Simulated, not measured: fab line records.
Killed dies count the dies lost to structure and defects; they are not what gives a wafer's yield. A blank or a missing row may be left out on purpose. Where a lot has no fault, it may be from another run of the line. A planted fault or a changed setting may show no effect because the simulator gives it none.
Matching of chambers :: flow gf180mcu :: GF_CONTACT_CMP_27 on cmp-01: 4 sister chambers
The step polishes, stops on SiO2, t overpolish 15 s, target thk 0 nm. 4 wafers are shown with their chamber, then 7 later ones without.

== WAFERS WITH THEIR CHAMBER ==
wafer: L401.3
chamber: 2
motor_current_A (A): 11.5

wafer: L403.5
chamber: 0
motor_current_A (A): 10.6

wafer: L413.2
chamber: 3
motor_current_A (A): 10.6

wafer: L413.5
chamber: 1
motor_current_A (A): 10.6

== WAFERS WITH NO CHAMBER GIVEN ==
wafer: L413.6
motor_current_A (A): 11.7

wafer: L414.1
motor_current_A (A): 9.5

wafer: L414.3
motor_current_A (A): 11.6

wafer: L414.4
motor_current_A (A): 10.5

wafer: L415.4
motor_current_A (A): 10.5

wafer: L415.5
motor_current_A (A): 10.9

wafer: L415.6
motor_current_A (A): 10.5

== EACH ONE'S CHAMBER ==
wafer: L413.6
from the rows above: 2
in truth: 2

wafer: L414.1
from the rows above: can't be placed: 0 or 1 or 3
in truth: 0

wafer: L414.3
from the rows above: 2
in truth: 2

wafer: L414.4
from the rows above: can't be placed: 0 or 1 or 3
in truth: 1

wafer: L415.4
from the rows above: can't be placed: 0 or 1 or 3
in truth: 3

wafer: L415.5
from the rows above: can't be placed: 0 or 1 or 3 or 2
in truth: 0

wafer: L415.6
from the rows above: can't be placed: 0 or 1 or 3
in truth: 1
2 of 7 placed correctly. Not placeable from these rows: 5 (in 5, the candidates include the true chamber). Wrongly placed: 0.
How it was worked out, from the rows above alone: a wafer's distance from a chamber is the root of the sum, over the readings, of the square of ((its reading less the chamber's mean) divided by the reading's scatter). The wafer belongs to the nearest chamber; if the next one is less than 2 further off, it can't be placed. A chamber's mean is the mean of its shown wafers. The scatter (one wafer shown for each chamber): square how far every hidden wafer sits from the nearest shown wafer, average those squares and take the square root.
